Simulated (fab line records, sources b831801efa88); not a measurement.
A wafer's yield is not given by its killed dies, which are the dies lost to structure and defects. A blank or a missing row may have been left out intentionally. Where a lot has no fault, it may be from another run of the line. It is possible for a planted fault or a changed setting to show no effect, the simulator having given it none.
Which tool is to blame?	flow sky130	Sampling: 10 lots, 29 wafers, 5 of 708 route steps

## WHAT THE GAUGES READ, wafer by wafer
SKY_LI_CONTACT_THK_MEAS_01.
lot	measured	on	LI_CONTACT_HDPCVD_THK (nm)
L853	day 29 02:25	filmMetro-03	925 907 914
L855	day 29 13:53	filmMetro-03	947 943 949
L854	day 29 15:10	filmMetro-02	922 919 916
L856	day 30 01:40	filmMetro-01	940 914 944
L859	day 31 04:58	filmMetro-02	919 920 921
L865	day 33 17:18	filmMetro-01	932 919
L870	day 35 09:43	filmMetro-02	936 944 946
L872	day 35 19:37	filmMetro-01	933 942 942
L874	day 36 03:36	filmMetro-03	932 943 932
L875	day 36 05:00	filmMetro-02	926 930 920

SKY_PASSIVATION_THK_MEAS_03.
lot	measured	on	PASSIVATION_CVD_02_THK (nm)
L853	day 45 10:41	filmMetro-02	538 540 549
L855	day 45 18:07	filmMetro-03	535 552 549
L854	day 45 19:04	filmMetro-01	543 551 543
L856	day 46 02:00	filmMetro-01	540 544 552
L859	day 46 20:47	filmMetro-03	537 540 547
L865	day 48 16:34	filmMetro-02	898 904 899 905
L870	day 50 00:05	filmMetro-02	540 552 546
L872	day 50 05:32	filmMetro-03	529 522 532
L874	day 50 11:20	filmMetro-01	536 528 529
L875	day 50 10:25	filmMetro-02	541 537 544

## WHICH TOOL RAN EACH LOT (tool, then ch and the chambers of the sampled wafers, then the start)
lot	SKY_SD_N_RTA_14	SKY_LI_CONTACT_STRIP_16	SKY_PASSIVATION_CVD_02
L853	rtpAnneal-02 ch 0, day 29 01:46	plasmaAsher-02 ch 0,1, day 30 09:13	pecvd-03 ch 1,2, day 45 10:27
L855	rtpAnneal-01 ch 0, day 29 13:14	plasmaAsher-02 ch 0,1, day 30 21:36	pecvd-03 ch 0,2, day 45 17:53
L854	rtpAnneal-02 ch 0, day 29 14:31	plasmaAsher-03 ch 0,1, day 30 22:11	pecvd-04 ch 0,1, day 45 18:50
L856	rtpAnneal-01 ch 0, day 30 01:01	plasmaAsher-02 ch 0,1, day 31 08:28	pecvd-03 ch 0, day 46 01:40
L859	rtpAnneal-02 ch 0, day 31 04:19	plasmaAsher-02 ch 0,1, day 32 11:55	pecvd-01 ch 1,2, day 46 20:33
L865	rtpAnneal-02 ch 0, day 33 16:39	plasmaAsher-01 ch 0,1, day 34 21:36	pecvd-03 ch 1,2, day 48 16:14
L870	rtpAnneal-02 ch 0, day 35 09:04	plasmaAsher-03 ch 0,1, day 36 12:44	pecvd-04 ch 0,1, day 49 23:44
L872	rtpAnneal-01 ch 0, day 35 18:58	plasmaAsher-03 ch 0,1, day 36 22:45	pecvd-01 ch 1,2, day 50 05:12
L874	rtpAnneal-01 ch 0, day 36 02:56	plasmaAsher-01 ch 0,1, day 37 06:30	pecvd-01 ch 1,2, day 50 11:04
L875	rtpAnneal-02 ch 0, day 36 04:21	plasmaAsher-03 ch 0,1, day 37 08:41	pecvd-04 ch 0,1,2, day 50 10:11
- SKY_SD_N_RTA_14: time 2 s.
- SKY_LI_CONTACT_STRIP_16: strips in O2/N2.
- SKY_PASSIVATION_CVD_02: deposits Si3N4, target thk 540 nm.

## AS READ BY THE TOOLS THEMSELVES (means over the sampled wafers that have a number; for cases with no such wafer, the mark the record gives instead)
SKY_SD_N_RTA_14.
lot	tool	lampPowerPct (%)	wafer_temp_C_max
L853	rtpAnneal-02	15.66	1079.3
L855	rtpAnneal-01	15.67	1079.1
L854	rtpAnneal-02	15.79	1077.9
L856	rtpAnneal-01	15.77	1078.8
L859	rtpAnneal-02	15.81	1078.9
L865	rtpAnneal-02	15.68	1077.2
L870	rtpAnneal-02	15.75	1078.1
L872	rtpAnneal-01	15.76	1077.4
L874	rtpAnneal-01	15.71	1079.3
L875	rtpAnneal-02	15.79	1078.2

SKY_LI_CONTACT_STRIP_16.
lot	tool	drypumpMotorCurrentA (A)	oesProductAu (a.u.)	stripTimeToEndpointS (s)
L853	plasmaAsher-02	5.7	0.376	3.494
L855	plasmaAsher-02	5.7	0.378	3.472
L854	plasmaAsher-03	5.8	0.375	3.469
L856	plasmaAsher-02	5.7	0.376	3.473
L859	plasmaAsher-02	5.7	0.373	3.486
L865	plasmaAsher-01	5.8	0.374	3.496
L870	plasmaAsher-03	5.8	0.375	3.464
L872	plasmaAsher-03	5.8	0.375	3.486
L874	plasmaAsher-01	5.9	0.379	3.522
L875	plasmaAsher-03	5.8	0.376	3.437

SKY_PASSIVATION_CVD_02.
lot	tool	heaterPowerOuterW (W)	heaterPowerW (W)
L853	pecvd-03	423	705
L855	pecvd-03	424	726
L854	pecvd-04	440	734
L856	pecvd-03	404	654
L859	pecvd-01	389	706
L865	pecvd-03	406	681
L870	pecvd-04	389	667
L872	pecvd-01	462	789
L874	pecvd-01	418	756
L875	pecvd-04	359	628

## THE ANSWER, worked out from the rows above alone
Rule: usual is defined by the lots themselves. Put in order of their means at a reading, lots are off if they are a third of the lots or fewer, leave a main group of 4 or more, and stand apart from it by a gap of 3 or more times the standard deviation of the main group's means; of several such gaps the widest counts. A main group is skipped when, at the precision printed for the reading in the tables above, its means are all equal. A lot without any number at a reading at which 4 lots or more have one is off too. Any other lot the step has rows for is counted as sound. First the gauges in route order, then the tools' own readings, where a lot's mean is used as printed above. At the first step where some lot is off, the reading lying furthest off is the one used; lots without a number count as furthest.
Off: L865, at SKY_PASSIVATION_THK_MEAS_03 (PASSIVATION_CVD_02_THK). The main group has a mean of 541 nm with a standard deviation of 6.3.
If a tool, at a process step before that reading, ran all the lots that are off and no sound lot after the first of them, it fits. Gauges at SKY_PASSIVATION_THK_MEAS_03: tried the same way as those tools. One fits: pecvd-03 at SKY_PASSIVATION_CVD_02. A fault onset in the window from L856 (day 46 01:40, its last sound lot) to L865 (day 48 16:14, its first lot off) fits.

## WHAT THE SIMULATOR HAD PUT IN
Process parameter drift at SKY_PASSIVATION_CVD_02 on pecvd-03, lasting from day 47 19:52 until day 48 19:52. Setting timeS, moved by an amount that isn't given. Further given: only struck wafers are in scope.
Lots struck among those shown: L865. The rule above reached the same finding.
